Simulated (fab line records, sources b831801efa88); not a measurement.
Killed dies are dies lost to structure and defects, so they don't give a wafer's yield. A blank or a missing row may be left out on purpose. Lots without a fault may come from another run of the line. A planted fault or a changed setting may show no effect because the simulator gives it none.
Which tool did it? | flow gf180mcu | 12 lots, 36 wafers sampled, at 4 steps of a route of 602

WHAT THE GAUGES READ, wafer by wafer
GF_V3_OVL_MEAS_15.
lot  | measured     | on         | V3_OVL (nm)
L075 | day 22 11:31 | overlay-01 | 3 -3 3
L077 | day 23 13:41 | overlay-02 | 6 5 3
L079 | day 24 04:19 | overlay-01 | 4 4 11
L081 | day 24 20:55 | overlay-01 | 4 2 5
L083 | day 25 15:17 | overlay-01 | -3 -8 -9
L085 | day 26 09:49 | overlay-01 | 2 2 4
L087 | day 27 02:26 | overlay-02 | -4 -6 5
L089 | day 27 13:35 | overlay-01 | 0 -7 -7
L091 | day 28 08:14 | overlay-02 | 11 8 6
L093 | day 28 14:13 | overlay-01 | 12 3 4
L095 | day 29 02:23 | overlay-02 | 1 -4 1
L097 | day 29 19:04 | overlay-01 | 3 0 -1

WHICH TOOL RAN EACH LOT (tool, then ch and the chambers of the sampled wafers, then the start)
lot  | GF_HV_LDD_STRIP_37                   | GF_V2_CVD_02                    | GF_V2_SPUTTER_21
L075 | plasma_asher-02 ch 0,1, day 11 17:22 | pecvd-02 ch 0,1,2, day 19 08:34 | pvd_sputter-02, day 20 10:08
L077 | plasma_asher-02 ch 0,1, day 12 16:01 | pecvd-02 ch 1, day 20 11:52     | pvd_sputter-02, day 21 12:46
L079 | plasma_asher-03 ch 0,1, day 13 01:25 | pecvd-02 ch 0,1, day 21 02:49   | pvd_sputter-01, day 22 04:04
L081 | plasma_asher-04 ch 0,1, day 13 21:29 | pecvd-03 ch 0,2, day 21 22:58   | pvd_sputter-02, day 22 23:31
L083 | plasma_asher-04 ch 0,1, day 14 12:52 | pecvd-03 ch 0,1, day 22 16:22   | pvd_sputter-03, day 23 16:49
L085 | plasma_asher-02 ch 0,1, day 15 07:28 | pecvd-01 ch 0,1,2, day 23 11:43 | pvd_sputter-03, day 24 11:54
L087 | plasma_asher-04 ch 0,1, day 16 02:55 | pecvd-01 ch 1,2, day 24 06:25   | pvd_sputter-01, day 25 05:47
L089 | plasma_asher-02 ch 0,1, day 16 15:47 | pecvd-02 ch 0,1,2, day 24 18:55 | pvd_sputter-02, day 25 18:08
L091 | plasma_asher-02 ch 0,1, day 17 11:59 | pecvd-03 ch 0,1, day 25 16:21   | pvd_sputter-01, day 26 14:49
L093 | plasma_asher-04 ch 0,1, day 17 19:46 | pecvd-03 ch 0,2, day 25 21:00   | pvd_sputter-01, day 26 18:53
L095 | plasma_asher-04 ch 0,1, day 18 08:22 | pecvd-03 ch 0,1,2, day 26 11:06 | pvd_sputter-01, day 27 08:37
L097 | plasma_asher-03 ch 0,1, day 19 06:07 | pecvd-01 ch 0,1,2, day 27 04:27 | pvd_sputter-02, day 28 01:30
- GF_HV_LDD_STRIP_37: strips in O2/N2.
- GF_V2_CVD_02: deposits SiO2 from TEOS, target thk 850 nm, time 94.851 s.
- GF_V2_SPUTTER_21: material Ti, target thk 15 nm, time 80.02 s.

THE ANSWER, worked out from the rows above alone
Rule: what is usual is taken from the lots themselves. Put in order of their means at a reading, lots are off if they are a third of the lots or fewer, leave a main group of 4 or more, and stand apart from it by a gap of 3 or more times the standard deviation of the main group's means; of several such gaps the widest counts. A main group whose means are all the same, to the digits that the tables above print for the reading, isn't used. A lot without any number at a reading at which 4 lots or more have one is off too. The other lots that the step has rows for count as sound.
No lot is off at any reading shown: from this, nothing can be told.

WHAT THE SIMULATOR HAD PUT IN
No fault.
